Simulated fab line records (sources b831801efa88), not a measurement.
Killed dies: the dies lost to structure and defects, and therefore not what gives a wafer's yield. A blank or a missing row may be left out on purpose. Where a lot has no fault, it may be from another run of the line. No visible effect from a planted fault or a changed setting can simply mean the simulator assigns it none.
Split-lot trial + flow sfqLine + on a route of 325 steps: 5 lots, 23 wafers read

## SPLIT DETAILS
At SFQ_TRILAYER_I0_VIA_LITHO_PEB_034 (peb time 60 s), the setting pebTimeS was moved away from the recipe's 60 s on 11 of the 23 wafers read, by -7.8% to +10.5%. For the rest of the wafers, this setting stayed at what the recipe calls for.

There is no step in the file separating the split from the reading.

## THE READING
I0.cdNm (the simulator's own value, which no gauge read), in nm, at SFQ_TRILAYER_I0_VIA_BARC_OPEN_VIA_ETCH_046 (etches BARC in O2, target depth 125 nm, time 41.7 s). The file does not state a usual value for it. Across the 12 wafers here that went through the recipe, the average is 500.1 nm and the standard deviation 1.4 nm.

| wafer  | tool, chamber at the split | pebTimeS as run, s | against the recipe | I0.cdNm, nm | against lot-mates on the recipe |
|--------|----------------------------|--------------------|--------------------|-------------|---------------------------------|
| L075.1 | lithoTrack-02, 0           | 60                 | recipe             | 499.6       | -                               |
| L075.3 | lithoTrack-02, 0           | 60                 | recipe             | 500.3       | -                               |
| L075.6 | lithoTrack-02, 0           | 60                 | recipe             | 499.4       | -                               |
| L076.1 | lithoTrack-02, 0           | 55.33              | -7.8%              | 489.9       | -12.9                           |
| L076.2 | lithoTrack-02, 0           | 55.33              | -7.8%              | 490.1       | -12.6                           |
| L076.3 | lithoTrack-02, 0           | 60                 | recipe             | 503.8       | -                               |
| L076.4 | lithoTrack-02, 0           | 60                 | recipe             | 501.7       | -                               |
| L076.5 | lithoTrack-02, 0           | 55.33              | -7.8%              | 490.8       | -11.9                           |
| L079.1 | lithoTrack-04, 0           | 60                 | recipe             | 499.2       | -                               |
| L079.2 | lithoTrack-04, 0           | 57.64              | -3.9%              | 492.8       | -7.3                            |
| L079.4 | lithoTrack-04, 0           | 60                 | recipe             | 500.4       | -                               |
| L079.5 | lithoTrack-04, 0           | 60                 | recipe             | 500.6       | -                               |
| L079.6 | lithoTrack-04, 0           | 57.64              | -3.9%              | 494.6       | -5.5                            |
| L082.1 | lithoTrack-01, 0           | 66.28              | +10.5%             | 511.9       | +12.4                           |
| L082.3 | lithoTrack-01, 0           | 60                 | recipe             | 499.2       | -                               |
| L082.4 | lithoTrack-01, 0           | 66.28              | +10.5%             | 511.1       | +11.7                           |
| L082.5 | lithoTrack-01, 0           | 66.28              | +10.5%             | 512         | +12.6                           |
| L082.6 | lithoTrack-01, 0           | 60                 | recipe             | 499.7       | -                               |
| L085.1 | lithoTrack-04, 0           | 63.27              | +5.4%              | 505.5       | +6.7                            |
| L085.3 | lithoTrack-04, 0           | 63.27              | +5.4%              | 505.8       | +7.0                            |
| L085.4 | lithoTrack-04, 0           | 63.27              | +5.4%              | 507.6       | +8.8                            |
| L085.5 | lithoTrack-04, 0           | 60                 | recipe             | 499.3       | -                               |
| L085.6 | lithoTrack-04, 0           | 60                 | recipe             | 498.3       | -                               |

THE FIT
A straight line over all 23 wafers: I0.cdNm changes by +1.19 nm for each +1% of pebTimeS; r = +0.98; the points scatter about the line by 1.3 nm.
The same after taking each lot's own level away (the mean of its wafers on the recipe; 23 wafers): +1.36 nm for each +1%; r = +0.99; scatter 1.1 nm.
The reading moves by 14 nm for the largest change in pebTimeS, on that fit.
The lots' own levels span 498.80 to 502.75 nm, that is 2.9 times the standard deviation above.
In other words, the slope is changed by the lot-to-lot level; the two fits disagree.
Check: +13.9 nm against its lot-mates is what the line predicts for one of the wafers moved furthest among these (+10.5%) when that wafer is left out of the fit. It came out at +12.4 nm against them.

## FURTHER SPLITS ON THESE WAFERS
Note: prior to the reading, these wafers also went through further splits. Each is held against what the fit with the lots' levels taken away leaves over:
| other split on the same wafers                | wafers away from the commonest value | r with I0.cdNm (lot level and that fit taken away) |
|-----------------------------------------------|--------------------------------------|----------------------------------------------------|
| SFQ_TRILAYER_L0_LITHO_PEB_008 pebTimeS        | 10                                   | -0.19                                              |
| SFQ_TRILAYER_L0_BARC_OPEN_METAL_ETCH_010 icpW | 8                                    | -0.37                                              |
| SFQ_TRILAYER_L0_VIA_LITHO_PEB_016 pebTimeS    | 12                                   | -0.06                                              |
| SFQ_TRILAYER_M0_LITHO_COAT_026 spinRpm        | 7                                    | -0.17                                              |
| SFQ_TRILAYER_I0_VIA_LITHO_COAT_036 spinRpm    | 6                                    | -0.15                                              |

## FILE'S OWN FIT
I0.cdNm changes by +1.35 nm for each +1% of pebTimeS, r = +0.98.
